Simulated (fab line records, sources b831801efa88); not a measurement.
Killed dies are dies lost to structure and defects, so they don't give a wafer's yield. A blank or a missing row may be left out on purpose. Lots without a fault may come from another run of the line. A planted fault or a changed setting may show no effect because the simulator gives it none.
Problem report in the 8D (eight disciplines) form, filled by code | flow sky130 | the parts of the form that need people (team, actions taken, sign-off) are left out

1. THE PROBLEM
cd_nm at SKY_LDD_P_CD_MEAS_07 reads a mean of 351.6 nm on 6 wafers of 2 lots; wafers without a fault read 378.8 nm with a standard deviation of 2.4. That is -11 standard deviations from the usual mean.
The step: target cd 380 nm.
First seen on wafer L561.1, day 23 06:45, on cd_sem-01. The record holds 36 wafers of 12 lots with a number at this step. Rule for "out", or "out of limits": more than 4 standard deviations from the usual mean. The other wafers with a number count as sound.

2. WHAT IT IS AND WHAT IT IS NOT
question                    | is                     | is not
which readings at this step | cd_nm                  | -
which lots                  | L561, L563             | L550, L551, L552, L555, L556, L557, L558, L571, L572, L573
which wafers of those lots  | all that have a number | -
read on which gauges        | cd_sem-01, cd_sem-02   | -
when                        | from day 23 06:45      | up to then (21 sound wafers); but 9 sound wafers of L571, L572, L573 came after

3. SUSPECTS, AND WHAT RULES EACH OUT
Counting: a tool at a process step up to the reading stays a suspect if it ran every lot that is out and no sound lot after the first of them.
- the gauge at SKY_LDD_P_CD_MEAS_07: ruled out. The wafers that are out were read on 2 gauges (cd_sem-01, cd_sem-02).
- litho_track-01 at SKY_LDD_P_COAT_02 (resist thk 1140 nm): ruled out as a lasting fault. Sound lots L571 ran on it after its first lot that is out, L561 (day 22 16:15).
Left after counting: nothing in the record.

4. THE CAUSE (what the simulator had put in)
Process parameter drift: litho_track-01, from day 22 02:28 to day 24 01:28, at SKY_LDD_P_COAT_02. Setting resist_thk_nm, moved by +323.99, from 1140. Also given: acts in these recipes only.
Counting ruled it out, wrongly: the rule takes a fault to strike every lot that its tool runs from its start on, and this one did not.

5. THE CHAIN OF EFFECTS, in route order
Each row: a reading whose mean over the struck wafers that have a number lies more than 3 standard deviations from the usual. Only readings for which the record gives a usual standard deviation are gone through. hours: the time from each lot's start at the first step in this table that gives one to its start at this step, as a median over the lots. sigmas: the change in usual standard deviations.
hours | step                 | reading                  | usual    | on struck wafers | change | sigmas
0     | SKY_LDD_P_CD_MEAS_07 | cd_nm                    | 378.8 nm | 351.6            | -27.2  | -11
0     | SKY_LDD_P_STRIP_10   | strip_time_to_endpoint_s | 14.18 s  | 17.79            | +3.61  | +92
The process steps in it:
- SKY_LDD_P_STRIP_10: strips in O2/N2.
Later measuring or inspecting steps at which every struck wafer that the step has a row for has a number for every such reading, and none has moved that far: SKY_LI_CONTACT_BOW_MEAS_03.

6. WHAT WOULD HAVE CAUGHT IT SOONER
In this record the first reading out of limits at a measuring or inspecting step was taken at day 23 06:45, 28 hours after the fault began at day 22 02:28.
